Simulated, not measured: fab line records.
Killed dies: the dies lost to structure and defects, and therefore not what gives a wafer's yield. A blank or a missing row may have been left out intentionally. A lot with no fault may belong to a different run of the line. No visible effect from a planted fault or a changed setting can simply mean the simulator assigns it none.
Chamber matching | flow gf180mcu | cmp-01 running GF_V1_CMP_26: 4 sister chambers
The step polishes, stops on SiO2, t overpolish 15 s, target thk 0 nm. 4 wafers are shown with their chamber, then 9 later ones without.

WAFERS WITH THEIR CHAMBER
wafer  | chamber | motor_current_A (A)
L557.5 | 2       | 11.0
L564.2 | 0       | 11.8
L564.3 | 1       | 9.9
L564.6 | 3       | 12.7

WAFERS WHOSE CHAMBER IS MISSING
wafer  | motor_current_A (A)
L565.1 | 11.2
L565.3 | 10.1
L565.6 | 12.4
L567.2 | 12.7
L567.3 | 11.0
L567.4 | 9.7
L568.1 | 12.0
L568.5 | 11.7
L568.6 | 10.1

EACH ONE'S CHAMBER
wafer  | from the rows above     | in truth
L565.1 | 2                       | 2
L565.3 | 1                       | 1
L565.6 | can't be placed: 3 or 0 | 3
L567.2 | 3                       | 3
L567.3 | 2                       | 2
L567.4 | 1                       | 1
L568.1 | 0                       | 0
L568.5 | 0                       | 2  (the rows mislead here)
L568.6 | 1                       | 1
Correctly placed: 7 of 9. These rows do not allow placing 1 (true chamber among the candidates in 1). Wrongly placed: 1.
How it was worked out, from the rows above alone: a wafer's distance from a chamber is the root of the sum, over the readings, of the square of ((its reading less the chamber's mean) divided by the reading's scatter). If the next closest chamber is less than 2 further off than the closest, the wafer can't be placed; otherwise it belongs to the closest. The mean given for a chamber averages the wafers shown for that chamber. The scatter: with one shown wafer a chamber, the root of the mean of the squares of how far each hidden wafer lies from its nearest shown one.
